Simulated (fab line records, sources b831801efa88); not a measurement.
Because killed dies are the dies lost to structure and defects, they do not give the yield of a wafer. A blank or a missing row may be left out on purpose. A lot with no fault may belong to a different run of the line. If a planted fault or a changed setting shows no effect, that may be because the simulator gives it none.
Which tool did it?	flow sky130	9 lots, 27 wafers sampled, at 2 steps of a route of 708

== WHAT EACH GAUGE READ, for each wafer ==
SKY_VIA2_BOW_MEAS_03. Usual: for VIA2_BOW the level is 85 um and the standard deviation is 7.6.
lot	measured	on	VIA2_BOW (um)	flag
L148	day 36 22:14	film_metro-03	78 76 81	
L149	day 37 11:01	film_metro-03	83 69 77	
L154	day 39 01:22	film_metro-03	82 81 83	
L155	day 39 05:49	film_metro-02	87 90 96	
L156	day 39 15:02	film_metro-03	77 88 77	
L159	day 40 13:23	film_metro-02	98 90 100	
L163	day 41 11:00	film_metro-02	84 91 96	
L164	day 41 19:59	film_metro-02	86 104 85	
L165	day 42 03:02	film_metro-02	79 79 79	

== WHICH TOOL RAN EACH LOT (tool, then ch and the chambers of the sampled wafers, then the start) ==
lot	SKY_METAL2_METAL_ETCH_19
L148	rie_metal-02 ch 1, day 36 21:04
L149	rie_metal-01 ch 0,1, day 37 09:48
L154	rie_metal-02 ch 0,1, day 39 00:11
L155	rie_metal-01 ch 0,1, day 39 04:39
L156	rie_metal-01 ch 0,1, day 39 13:52
L159	rie_metal-01 ch 0,1, day 40 12:12
L163	rie_metal-01 ch 0,1, day 41 09:44
L164	rie_metal-01 ch 0,1, day 41 18:48
L165	rie_metal-03 ch 1, day 42 01:47
- SKY_METAL2_METAL_ETCH_19: etches the open film in Cl2/BCl3, stops on SiO2, target depth 360 nm, time 78 s.

== AS READ BY THE TOOLS THEMSELVES (means over the sampled wafers that have a number; for cases with no such wafer, the mark the record gives instead) ==
SKY_METAL2_METAL_ETCH_19. Usual: bcl3_flow_sccm is 30.00 sccm with standard deviation 0.09, bias_w is 48.49 W with standard deviation 0.15, drypump_motor_current_A is 5.73 A with standard deviation 0.28, mfc_cl2_sccm is 59.99 sccm with standard deviation 0.18, oes_product_au is 0.853 a.u. with standard deviation 0.0053, rf_fwd_power_W is 894 W with standard deviation 3.2, and throttle_valve_pct is 22.265 % with standard deviation 0.0091.
lot	tool	bcl3_flow_sccm (sccm)	bias_w (W)	drypump_motor_current_A (A)	mfc_cl2_sccm (sccm)	oes_product_au (a.u.)	rf_fwd_power_W (W)	throttle_valve_pct (%)	flag
L148	rie_metal-02	30.10	48.38	5.83	60.07	0.854	892	22.269	
L149	rie_metal-01	30.04	48.33	5.63	59.95	0.855	896	22.275	
L154	rie_metal-02	30.00	48.48	5.58	60.03	0.852	894	22.269	
L155	rie_metal-01	30.03	48.47	5.54	59.74	0.852	895	22.271	
L156	rie_metal-01	30.00	48.65	5.54	60.14	0.854	898	22.262	
L159	rie_metal-01	30.02	48.60	5.53	59.92	0.851	894	22.262	
L163	rie_metal-01	30.01	48.53	5.62	59.83	0.855	897	22.275	
L164	rie_metal-01	30.03	48.48	5.53	60.07	0.852	894	22.263	
L165	rie_metal-03	30.03	48.48	5.83	59.98	0.851	896	22.262	

== THE ANSWER, worked out from the rows above alone ==
Rule: a lot is off if the mean of its wafers that have a number lies more than 3 standard deviations from the usual mean. Also off: a lot with no number at a reading for which 4 or more lots have one. Where the step has rows for the other lots, those lots are counted as sound. The gauges are gone through in route order, then the tools' own readings, and for those a lot's mean is taken as printed above. The first step at which some lot is off is used, and at that step the reading that is off furthest; a lot without a number counts as furthest.
Across all readings shown, no lot is off: no conclusion can be drawn from this.

== WHAT THE SIMULATOR PUT IN ==
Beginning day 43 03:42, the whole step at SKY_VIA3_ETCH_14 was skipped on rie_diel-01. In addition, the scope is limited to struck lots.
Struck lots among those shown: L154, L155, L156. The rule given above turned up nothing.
